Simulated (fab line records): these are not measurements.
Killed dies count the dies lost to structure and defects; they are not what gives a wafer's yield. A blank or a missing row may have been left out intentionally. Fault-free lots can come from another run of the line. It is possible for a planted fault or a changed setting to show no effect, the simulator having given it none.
Chamber matching / flow sky130 / 4 sister chambers for SKY_POLY_GATE_ETCH_17 on rie-si-01
The step etches poly-Si in HBr/Cl2, stops on SiO2, target depth 180 nm, time 70.5 s. 4 wafers are shown with their chamber, then 12 later ones without.

WAFERS WITH THEIR CHAMBER
wafer=L086.2; chamber=1; drypump-motor-current-A (A)=5.7
wafer=L086.3; chamber=0; drypump-motor-current-A (A)=5.1
wafer=L089.5; chamber=2; drypump-motor-current-A (A)=6.0
wafer=L089.6; chamber=3; drypump-motor-current-A (A)=6.1

WAFERS MISSING THEIR CHAMBER
wafer=L091.3; drypump-motor-current-A (A)=6.0
wafer=L091.5; drypump-motor-current-A (A)=5.8
wafer=L091.6; drypump-motor-current-A (A)=5.2
wafer=L093.1; drypump-motor-current-A (A)=6.1
wafer=L093.2; drypump-motor-current-A (A)=5.9
wafer=L093.4; drypump-motor-current-A (A)=5.8
wafer=L095.1; drypump-motor-current-A (A)=5.8
wafer=L095.5; drypump-motor-current-A (A)=5.8
wafer=L095.6; drypump-motor-current-A (A)=6.0
wafer=L097.3; drypump-motor-current-A (A)=5.2
wafer=L097.4; drypump-motor-current-A (A)=6.1
wafer=L097.5; drypump-motor-current-A (A)=5.2

WHICH CHAMBER EACH WENT THROUGH
wafer=L091.3; from the rows above=can't be placed: 2 or 3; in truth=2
wafer=L091.5; from the rows above=can't be placed: 1 or 2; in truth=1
wafer=L091.6; from the rows above=0; in truth=0
wafer=L093.1; from the rows above=can't be placed: 3 or 2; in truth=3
wafer=L093.2; from the rows above=can't be placed: 2 or 3 or 1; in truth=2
wafer=L093.4; from the rows above=can't be placed: 1 or 2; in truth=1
wafer=L095.1; from the rows above=can't be placed: 1 or 2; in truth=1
wafer=L095.5; from the rows above=can't be placed: 1 or 2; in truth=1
wafer=L095.6; from the rows above=can't be placed: 2 or 3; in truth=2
wafer=L097.3; from the rows above=0; in truth=0
wafer=L097.4; from the rows above=can't be placed: 3 or 2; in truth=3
wafer=L097.5; from the rows above=0; in truth=0
Correct placement for 3 of the 12. Cannot be placed on the basis of these rows: 9; the candidates contain the true chamber in 9. 0 placed wrongly.
How it was worked out, from the rows above alone: a wafer's distance from a chamber is the root of the sum, over the readings, of the square of ((its reading less the chamber's mean) divided by the reading's scatter). The wafer belongs to the nearest chamber; if the next one is less than 2 further off, it can't be placed. The mean given for a chamber averages the wafers shown for that chamber. The scatter: with one shown wafer a chamber, the root of the mean of the squares of how far each hidden wafer lies from its nearest shown one.
